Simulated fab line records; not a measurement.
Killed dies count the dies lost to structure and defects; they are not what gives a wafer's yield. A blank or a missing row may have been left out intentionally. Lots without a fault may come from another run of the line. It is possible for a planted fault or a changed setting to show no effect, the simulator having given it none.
Which tool was responsible? -- flow gf180mcu -- Sampling: 12 lots, 36 wafers, 4 of 602 route steps

## WHAT EACH GAUGE READ, for each wafer
GF_PASSIVATION_BOW_MEAS_14. Usual: PASSIVATION_BOW 137 um, standard deviation 10.
lot,measured,on,PASSIVATION_BOW (um),flag
L969,day 28 13:33,film_metro-01,154 151 150,
L971,day 29 08:25,film_metro-03,137 135 143,
L972,day 29 18:14,film_metro-03,132 135 133,
L974,day 30 13:33,film_metro-01,126 123 132,
L973,day 30 14:37,film_metro-02,123 141 134,
L975,day 31 00:06,film_metro-01,119 124 118,
L983,day 33 00:10,film_metro-03,146 130 146,
L984,day 33 11:10,film_metro-02,146 141 142,
L986,day 33 18:41,film_metro-01,134 125 127,
L987,day 34 00:43,film_metro-02,144 145 124,
L989,day 34 05:55,film_metro-02,120 148 149,
L992,day 34 20:15,film_metro-01,140 139 148,

## TOOL THAT RAN EACH LOT (tool first, then ch and the chambers of the sampled wafers, then the start)
lot,GF_NWELL_STRIP_10,GF_MIM_METAL_ETCH_19,GF_MIM_STRIP_20
L969,"plasma_asher-04 ch 0,1, day 3 06:45","rie_metal-03 ch 0,1, day 24 19:18","plasma_asher-04 ch 0, day 24 19:22"
L971,"plasma_asher-04 ch 0,1, day 3 16:31","rie_metal-01 ch 0,1, day 25 15:37","plasma_asher-03 ch 0,1, day 25 15:42"
L972,"plasma_asher-01 ch 0,1, day 4 00:56","rie_metal-01 ch 0,1, day 26 06:36","plasma_asher-03 ch 0, day 26 06:40"
L974,"plasma_asher-01 ch 0,1, day 4 15:14","rie_metal-01 ch 0,1, day 27 01:51","plasma_asher-04 ch 0,1, day 27 01:55"
L973,"plasma_asher-04 ch 0,1, day 4 15:56","rie_metal-02 ch 0,1, day 27 03:08","plasma_asher-01 ch 0,1, day 27 03:12"
L975,"plasma_asher-03 ch 0,1, day 4 18:05","rie_metal-02 ch 0,1, day 27 14:29","plasma_asher-04 ch 0,1, day 27 14:33"
L983,"plasma_asher-01 ch 0,1, day 6 10:14","rie_metal-03 ch 0,1, day 29 20:15","plasma_asher-04 ch 0,1, day 29 20:19"
L984,"plasma_asher-01 ch 0,1, day 6 17:05","rie_metal-03 ch 0,1, day 30 09:12","plasma_asher-03 ch 0,1, day 30 09:16"
L986,"plasma_asher-03 ch 0,1, day 7 03:50","rie_metal-02 ch 0,1, day 30 16:26","plasma_asher-01 ch 0,1, day 30 16:30"
L987,"plasma_asher-03 ch 0,1, day 7 09:44","rie_metal-03 ch 0,1, day 30 23:36","plasma_asher-04 ch 0,1, day 30 23:40"
L989,"plasma_asher-03 ch 0,1, day 7 21:11","rie_metal-02 ch 0,1, day 31 06:21","plasma_asher-04 ch 0,1, day 31 06:25"
L992,"plasma_asher-04 ch 0,1, day 8 11:05","rie_metal-02 ch 0,1, day 31 22:51","plasma_asher-03 ch 0,1, day 31 22:55"
- GF_NWELL_STRIP_10: strips in O2/N2.
- GF_MIM_METAL_ETCH_19: etches the open film in Cl2/BCl3, stops on Si3N4, target depth 324.5 nm, time 54.1 s.
- GF_MIM_STRIP_20: strips in O2/N2.

## AS READ BY THE TOOLS THEMSELVES (means over the sampled wafers that have a number; for cases with no such wafer, the mark the record gives instead)
GF_NWELL_STRIP_10. Usual: chamber_pressure_mTorr is 1499.9 mTorr with standard deviation 1.3, drypump_motor_current_A is 5.53 A with standard deviation 0.16, heater_power_w is 366 W with standard deviation 34, n2_flow_sccm is 300.1 sccm with standard deviation 0.87, o2_flow_sccm is 3000 sccm with standard deviation 9.2, oes_product_au is 0.722 a.u. with standard deviation 0.0043, and strip_time_to_endpoint_s is 36.97 s with standard deviation 0.12.
lot,tool,chamber_pressure_mTorr (mTorr),drypump_motor_current_A (A),heater_power_w (W),n2_flow_sccm (sccm),o2_flow_sccm (sccm),oes_product_au (a.u.),strip_time_to_endpoint_s (s),flag
L969,plasma_asher-04,1498.4,5.50,407,299.8,2992,0.721,37.16,
L971,plasma_asher-04,1500.6,5.49,413,299.6,2997,0.726,36.94,
L972,plasma_asher-01,1499.7,5.29,322,299.9,3008,0.722,37.05,
L974,plasma_asher-01,1500.7,5.28,338,299.1,3005,0.723,36.76,
L973,plasma_asher-04,1500.7,5.48,386,300.4,2998,0.717,37.01,
L975,plasma_asher-03,1499.6,5.63,371,299.6,2997,0.716,37.16,
L983,plasma_asher-01,1498.9,5.31,322,300.2,3000,0.724,36.91,
L984,plasma_asher-01,1500.8,5.31,318,299.9,2998,0.722,36.96,
L986,plasma_asher-03,1499.3,5.63,365,301.3,2996,0.719,36.93,
L987,plasma_asher-03,1499.9,5.70,370,300.6,3002,0.718,36.87,
L989,plasma_asher-03,1499.8,5.63,370,300.3,2994,0.720,36.88,
L992,plasma_asher-04,1498.8,5.49,384,299.9,3016,0.719,37.15,

GF_MIM_METAL_ETCH_19. Usual: chamber_pressure_mTorr 8.000 mTorr, standard deviation 0.0072; drypump_motor_current_A 5.8 A, standard deviation 0.46; oes_product_au 0.938 a.u., standard deviation 0.0074; throttle_valve_pct 28.287 %, standard deviation 0.011.
lot,tool,chamber_pressure_mTorr (mTorr),drypump_motor_current_A (A),oes_product_au (a.u.),throttle_valve_pct (%),flag
L969,rie_metal-03,8.001,6.0,0.946,28.276,
L971,rie_metal-01,7.998,5.7,0.932,28.285,
L972,rie_metal-01,8.006,5.7,0.933,28.291,
L974,rie_metal-01,7.993,5.6,0.936,28.299,
L973,rie_metal-02,7.998,6.0,0.947,28.278,
L975,rie_metal-02,8.002,6.1,0.941,28.283,
L983,rie_metal-03,7.987,6.0,0.922,28.299,
L984,rie_metal-03,8.003,6.0,0.935,28.297,
L986,rie_metal-02,7.999,6.1,0.936,28.292,
L987,rie_metal-03,7.999,5.9,0.944,28.284,
L989,rie_metal-02,8.001,6.1,0.941,28.292,
L992,rie_metal-02,8.000,6.1,0.943,28.287,

GF_MIM_STRIP_20. Usual: chamber_pressure_mTorr is 1500.1 mTorr with standard deviation 1.4, drypump_motor_current_A is 5.49 A with standard deviation 0.15, heater_power_w is 371 W with standard deviation 39, n2_flow_sccm is 299.9 sccm with standard deviation 0.82, o2_flow_sccm is 3001 sccm with standard deviation 9.6, oes_product_au is 0.690 a.u. with standard deviation 0.0048, and strip_time_to_endpoint_s is 11.20 s with standard deviation 0.037.
lot,tool,chamber_pressure_mTorr (mTorr),drypump_motor_current_A (A),heater_power_w (W),n2_flow_sccm (sccm),o2_flow_sccm (sccm),oes_product_au (a.u.),strip_time_to_endpoint_s (s),flag
L969,plasma_asher-04,1500.9,5.50,357,299.6,2997,0.686,11.18,
L971,plasma_asher-03,1499.6,5.68,369,300.3,3000,0.688,11.19,
L972,plasma_asher-03,1499.4,5.76,361,299.7,3010,0.690,11.17,
L974,plasma_asher-04,1499.8,5.50,409,299.5,2995,0.692,11.19,
L973,plasma_asher-01,1499.3,5.27,330,300.9,3006,0.689,11.13,
L975,plasma_asher-04,1499.0,5.49,387,299.8,3002,0.690,11.20,
L983,plasma_asher-04,1499.9,5.47,386,299.1,2999,0.687,11.21,
L984,plasma_asher-03,1499.0,5.69,370,300.3,3003,0.693,11.23,
L986,plasma_asher-01,1500.4,5.30,320,299.8,2997,0.692,11.21,
L987,plasma_asher-04,1501.6,5.49,385,300.8,3009,0.693,11.23,
L989,plasma_asher-04,1500.1,5.49,409,300.4,2994,0.696,11.22,
L992,plasma_asher-03,1499.9,5.70,368,299.5,3009,0.695,11.21,

## THE ANSWER, worked out from the rows above alone
Rule: take the mean of a lot's wafers that have a number; if it is more than 3 standard deviations from the usual mean, the lot is off. A lot without any number at a reading at which 4 lots or more have one is off too. Any other lot the step has rows for is counted as sound. First the gauges in route order, then the tools' own readings, where a lot's mean is used as printed above. At the first step where some lot is off, the reading lying furthest off is the one used; lots without a number count as furthest.
None of the lots is off at any reading shown; this tells nothing.

## WHAT HAD BEEN PUT IN BY THE SIMULATOR
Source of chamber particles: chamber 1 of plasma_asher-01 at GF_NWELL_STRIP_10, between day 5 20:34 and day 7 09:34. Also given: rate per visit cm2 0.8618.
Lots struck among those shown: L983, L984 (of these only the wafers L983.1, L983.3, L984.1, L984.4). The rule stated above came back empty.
